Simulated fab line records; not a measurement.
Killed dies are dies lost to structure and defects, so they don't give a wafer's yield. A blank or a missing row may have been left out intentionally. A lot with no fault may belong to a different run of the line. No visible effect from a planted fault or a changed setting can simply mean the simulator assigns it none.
fab line records ; flow gf180mcu
record: lots: 13; wafers: 39; lastDay: 34
route steps=602 shown V1@339 V3@434 TOP_METAL@578
lots that met no fault: from a run of the same line without faults
startH: hours from the record's first day to the start of the lot's first wafer shown ; waitH: how many hours have passed since the lot's step before this one ; " same as the row above ; L1.1+2: a single row standing in for several wafers ; - no value, or no start given ; * or withheld: withheld ; < > ~ a bound
route shown NAME@n: a module of which the file shows steps, and the number in the route of the first ; usual: mean/standard deviation of fault-free wafers ; same: alike in all rows ; chamber/n: place in a boat ; sites: each site's reading ; _std_site: standard deviation across them ; _edge_site: outer sites' mean less inner sites' ; radiusMm: for every site, how far away it sits from the centre of the wafer ; mask NAME#n: copy n ; behind: tool/chamber where the wafer was last shaped ; hold: reason for holding the lot/hours on hold/outcome of the hold ; device: which transistor (n, p or np) failed to switch ; end of line: tests run on the same wafers once the route is complete ; step lacking rows: just its recipe ; killed: not the wafer's yield, but the dies lost to structure and defects at the first sort ; map: a wafer's dies, x killed, . not, _ none there
set.NAME: the setting as run; set.NAME@STEP: as run at that earlier step ; model.NAME: the simulator's own value behind a step, which no gauge read
route steps across a sampled set of lots; one table per step, one row per wafer
services: when a tool's chamber went out of use (startH, in hours from the record's first day, below 0 if earlier), for how many hours, and the reason
== steps ==
step: GF_V1_CMP_04
recipe: material: SiO2; downForcePsi: 4; platenRpm: 60; padVelocityMS: 0.94248
usual: headPressurePsi: 4.000/0.0084; motorCurrentA: 12.6/1.2; timeToEndpointS: 81/5.6
lot.wafer;tool;chamber;startH;waitH;headPressurePsi;motorCurrentA;timeToEndpointS
L481.2;cmp-02;1;391.23;0.1;4.002;11.5;83
L481.4;cmp-02;3;391.23;0.1;4.004;13.5;83
L481.5;cmp-02;1;391.23;0.1;3.982;12.3;94
L482.2;cmp-01;2;396.96;0.0;3.987;13.0;75
L482.4;cmp-01;3;396.96;0.0;4.011;14.0;81
L482.5;cmp-01;2;396.96;0.0;4.000;12.5;81
L483.4;cmp-01;1;406.38;0.0;4.002;12.4;81
L483.1;cmp-01;3;406.38;0.0;4.012;14.9;75
L483.5;cmp-01;1;406.38;0.0;3.988;12.8;82
L484.3;cmp-01;0;415.92;0.0;4.003;10.6;74
L484.4;cmp-01;2;415.92;0.0;3.998;12.7;81
L484.1;cmp-01;3;415.92;0.0;3.991;14.7;72
L485.4;cmp-02;3;427.39;0.1;4.001;13.8;88
L485.3;cmp-02;0;427.39;0.1;4.004;13.3;82
L485.5;cmp-02;3;427.39;0.1;3.991;12.7;98
L489.1;cmp-02;0;463.72;0.1;3.986;12.1;76
L489.3;cmp-02;1;463.72;0.1;4.014;11.7;88
L489.2;cmp-02;3;463.72;0.1;3.983;13.3;77
L490.1;cmp-02;0;469.17;0.1;3.990;12.5;77
L490.4;cmp-02;1;469.17;0.1;3.994;12.0;92
L490.5;cmp-02;3;469.17;0.1;3.994;12.4;84
L494.2;cmp-02;1;505.01;0.3;4.016;12.1;88
L494.1;cmp-02;2;505.01;0.3;4.002;11.9;77
L494.6;cmp-02;3;505.01;0.3;4.005;12.5;85
L496.4;cmp-02;1;519.93;0.1;4.014;11.0;97
L496.1;cmp-02;2;519.93;0.1;3.985;12.2;81
L496.2;cmp-02;3;519.93;0.1;4.004;12.8;79
L497.1;cmp-01;2;533.86;0.1;4.002;12.5;79
L497.2;cmp-01;0;533.86;0.1;3.987;10.2;75
L497.6;cmp-01;1;533.86;0.1;4.004;12.7;86
L501.1;cmp-02;1;559.79;0.1;4.004;11.8;78
L501.3;cmp-02;2;559.79;0.1;3.999;12.5;80
L501.5;cmp-02;2;559.79;0.1;4.000;12.2;83
L503.3;cmp-02;0;577.82;0.1;3.999;12.3;77
L503.2;cmp-02;1;577.82;0.1;3.990;12.4;93
L503.6;cmp-02;3;577.82;0.1;3.998;12.9;82
L504.3;cmp-01;1;580.50;0.0;4.001;13.3;76
L504.4;cmp-01;3;580.50;0.0;4.006;14.7;80
L504.5;cmp-01;2;580.50;0.0;4.002;12.7;79
step: GF_V1_ETCH_17
recipe: chemistry: C4F8/O2/Ar; maskMaterial: KrF; target: SiO2; stopOn: TiN; sourceW: 1500; biasW: 1200; pressureMtorr: 40; c4f8FlowSccm: withheld; O2_flow_sccm: 6; Ar_flow_sccm: 300; timeS: withheld; targetDepthA: 6300
usual: oesProductAu: 0.855/0.0047
lot.wafer;tool;chamber;startH;waitH;oesProductAu
L481.2;rieDiel-04;1;-;-;0.859
L481.4;rieDiel-04;2;-;-;0.856
L481.5;rieDiel-04;1;-;-;0.848
L482.2;rieDiel-04;2;-;-;0.860
L482.4;rieDiel-04;3;-;-;0.851
L482.5;rieDiel-04;2;-;-;0.862
L483.1;rieDiel-03;0;-;-;0.853
L483.4;rieDiel-03;3;-;-;0.845
L483.5;rieDiel-03;0;-;-;0.857
L484.1;rieDiel-03;3;-;-;0.858
L484.3;rieDiel-03;1;-;-;0.862
L484.4;rieDiel-03;0;-;-;0.856
L485.3;rieDiel-04;1;-;-;0.870
L485.4;rieDiel-04;2;-;-;0.861
L485.5;rieDiel-04;2;-;-;0.858
L489.1;rieDiel-02;1;-;-;0.853
L489.2;rieDiel-02;3;-;-;0.860
L489.3;rieDiel-02;2;-;-;0.856
L490.1;rieDiel-03;2;-;-;0.848
L490.4;rieDiel-03;1;-;-;0.853
L490.5;rieDiel-03;0;-;-;0.847
L494.1;rieDiel-04;0;-;-;0.854
L494.2;rieDiel-04;3;-;-;0.854
L494.6;rieDiel-04;2;-;-;0.856
L496.1;rieDiel-02;2;-;-;0.845
L496.2;rieDiel-02;3;-;-;0.861
L496.4;rieDiel-02;1;-;-;0.857
L497.1;rieDiel-03;1;-;-;0.856
L497.2;rieDiel-03;0;-;-;0.852
L497.6;rieDiel-03;1;-;-;0.852
L501.1;rieDiel-03;0;-;-;0.864
L501.3;rieDiel-03;1;-;-;0.854
L501.5;rieDiel-03;2;-;-;0.844
L503.2;rieDiel-04;2;-;-;0.853
L503.3;rieDiel-04;1;-;-;0.855
L503.6;rieDiel-04;3;-;-;0.856
L504.3;rieDiel-04;0;-;-;0.856
L504.4;rieDiel-04;1;-;-;0.854
L504.5;rieDiel-04;1;-;-;0.853
step: GF_V3_BOW_MEAS_05
recipe: mode: bow
usual: V3_BOW: 117/8.2
lot.wafer;tool;chamber;startH;waitH;V3_BOW[um]
L481.2;filmMetro-01;-;494.90;0.2;108
L481.4;filmMetro-01;-;494.90;0.2;111
L481.5;filmMetro-01;-;494.90;0.2;126
L482.2;filmMetro-02;-;500.86;0.1;100
L482.4;filmMetro-02;-;500.86;0.1;107
L482.5;filmMetro-02;-;500.86;0.1;104
L483.1;filmMetro-01;-;508.07;0.2;136
L483.4;filmMetro-01;-;508.07;0.2;123
L483.5;filmMetro-01;-;508.07;0.2;128
L484.1;filmMetro-01;-;518.04;0.2;119
L484.3;filmMetro-01;-;518.04;0.2;113
L484.4;filmMetro-01;-;518.04;0.2;125
L485.3;filmMetro-02;-;529.09;0.2;111
L485.4;filmMetro-02;-;529.09;0.2;114
L485.5;filmMetro-02;-;529.09;0.2;126
L489.1;filmMetro-01;-;563.60;0.1;108
L489.2;filmMetro-01;-;563.60;0.1;112
L489.3;filmMetro-01;-;563.60;0.1;107
L490.1;filmMetro-03;-;568.14;0.2;124
L490.4;filmMetro-03;-;568.14;0.2;119
L490.5;filmMetro-03;-;568.14;0.2;121
L494.1;filmMetro-03;-;600.01;0.2;115
L494.2;filmMetro-03;-;600.01;0.2;112
L494.6;filmMetro-03;-;600.01;0.2;105
L496.1;filmMetro-02;-;613.93;0.2;122
L496.2;filmMetro-02;-;613.93;0.2;104
L496.4;filmMetro-02;-;613.93;0.2;103
L497.1;filmMetro-01;-;628.13;0.1;128
L497.2;filmMetro-01;-;628.13;0.1;126
L497.6;filmMetro-01;-;628.13;0.1;125
L501.1;filmMetro-01;-;652.13;0.2;123
L501.3;filmMetro-01;-;652.13;0.2;115
L501.5;filmMetro-01;-;652.13;0.2;112
L503.2;filmMetro-02;-;666.30;0.2;125
L503.3;filmMetro-02;-;666.30;0.2;138
L503.6;filmMetro-02;-;666.30;0.2;128
L504.3;filmMetro-03;-;668.80;0.2;136
L504.4;filmMetro-03;-;668.80;0.2;118
L504.5;filmMetro-03;-;668.80;0.2;134
step: GF_TOP_METAL_EXPOSE_11
recipe: maskId: MetalTop; targetCdNm: 440; na: 0.6; sourceShape: conventional; sigmaOuter: 0.6; doseMj: 170
lot.wafer;tool;chamber;startH;waitH;mask
L481.2+4+5;ilineStepper-01;0;643.41;-;MetalTop#0
L482.2+4+5;ilineStepper-02;0;649.49;-;MetalTop#0
L483.1+4+5;ilineStepper-01;0;656.68;-;MetalTop#0
L484.1+3+4;ilineStepper-02;0;665.13;-;MetalTop#0
L485.3+4+5;ilineStepper-01;0;673.82;-;MetalTop#0
L489.1+2+3;ilineStepper-02;0;703.88;-;MetalTop#0
L490.1+4+5;ilineStepper-02;0;706.34;-;MetalTop#0
L494.1+2+6;ilineStepper-02;0;734.43;-;MetalTop#0
L496.1+2+4;ilineStepper-01;0;745.60;-;MetalTop#0
L497.1+2+6;ilineStepper-01;0;756.59;-;MetalTop#0
L501.1+3+5;ilineStepper-01;0;776.62;-;MetalTop#0
L503.2+3+6;ilineStepper-01;0;787.39;-;MetalTop#0
L504.3+4+5;ilineStepper-01;0;789.83;-;MetalTop#0
step: GF_TOP_METAL_OVL_MEAS_15
usual: TOP_METAL_OVL: -1.2/1.3
lot.wafer;tool;chamber;startH;waitH;TOP_METAL_OVL[nm]
L481.2;overlay-02;-;653.53;0.1;-2.1
L481.4;overlay-02;-;653.53;0.1;-1.9
L481.5;overlay-02;-;653.53;0.1;-1.7
L482.2;overlay-01;-;659.12;0.1;-1.5
L482.4;overlay-01;-;659.12;0.1;0.7
L482.5;overlay-01;-;659.12;0.1;0.0
L483.1;overlay-01;-;666.77;0.1;0.3
L483.4;overlay-01;-;666.77;0.1;-1.0
L483.5;overlay-01;-;666.77;0.1;-0.2
L484.1;overlay-01;-;674.52;0.1;-2.1
L484.3;overlay-01;-;674.52;0.1;-0.8
L484.4;overlay-01;-;674.52;0.1;-2.2
L485.3;overlay-01;-;682.48;0.1;-3.1
L485.4;overlay-01;-;682.48;0.1;-0.5
L485.5;overlay-01;-;682.48;0.1;-1.3
L489.1;overlay-01;-;712.67;0.1;-3.7
L489.2;overlay-01;-;712.67;0.1;-2.6
L489.3;overlay-01;-;712.67;0.1;-4.7
L490.1;overlay-02;-;715.12;0.1;34.8
L490.4;overlay-02;-;715.12;0.1;35.8
L490.5;overlay-02;-;715.12;0.1;34.6
L494.1;overlay-02;-;742.56;0.1;35.6
L494.2;overlay-02;-;742.56;0.1;37.2
L494.6;overlay-02;-;742.56;0.1;34.7
L496.1;overlay-01;-;754.14;0.1;-2.4
L496.2;overlay-01;-;754.14;0.1;-0.2
L496.4;overlay-01;-;754.14;0.1;-1.6
L497.1;overlay-02;-;764.22;0.1;-1.6
L497.2;overlay-02;-;764.22;0.1;-1.7
L497.6;overlay-02;-;764.22;0.1;-0.9
L501.1;overlay-01;-;784.32;0.1;-3.1
L501.3;overlay-01;-;784.32;0.1;-2.8
L501.5;overlay-01;-;784.32;0.1;-1.9
L503.2;overlay-02;-;795.03;0.1;1.8
L503.3;overlay-02;-;795.03;0.1;-0.3
L503.6;overlay-02;-;795.03;0.1;0.4
L504.3;overlay-01;-;797.28;0.1;-1.9
L504.4;overlay-01;-;797.28;0.1;-1.3
L504.5;overlay-01;-;797.28;0.1;0.2
== services ==
tool;chamber;startH;hours;kind
rieDiel-02;3;370.35;7.9;repair
cmp-02;-;404.05;4.0;pm
rieDiel-03;-;438.99;0.2;repair
rieDiel-03;3;489.13;6.1;repair
cmp-01;-;503.18;7.0;pm
cmp-02;-;510.42;7.3;pm
ilineStepper-02;-;513.56;28.9;pm
rieDiel-03;0;537.67;1.4;repair
ilineStepper-01;-;545.27;1.7;pm
cmp-02;-;549.37;0.5;repair
rieDiel-03;1;564.50;3.9;repair
rieDiel-03;2;566.19;8.9;repair
cmp-01;-;572.00;4.0;pm
ilineStepper-02;-;581.97;1.7;pm
rieDiel-03;-;594.89;15.6;pm
cmp-01;-;625.36;7.4;repair
cmp-02;-;668.64;1.5;repair
cmp-02;-;728.05;19.0;pm
rieDiel-04;2;729.39;72.4;repair
cmp-02;-;747.03;4.0;pm
rieDiel-04;3;755.82;8.8;repair
cmp-02;-;758.66;0.9;repair
ilineStepper-01;-;763.42;1.7;pm
rieDiel-04;-;773.28;2.8;pm
== key ==
firstSign: step: GF_TOP_METAL_OVL_MEAS_15; reading: TOP_METAL_OVL; direction: up; sigmas: 27; usual: -1.2; struck: 35.4
effect none on later readings
metAt GF_TOP_METAL_EXPOSE_11
struckLots L490,L494
notActingAt GF_V1_CMP_04,GF_V1_ETCH_17,GF_V3_BOW_MEAS_05
onsetBetween 703.88 706.34
fault: kind: scannerMatchingOverlay; tool: ilineStepper-02; chamber: -; onsetH: 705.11; steps: GF_TOP_METAL_EXPOSE_11; offset: 37.343
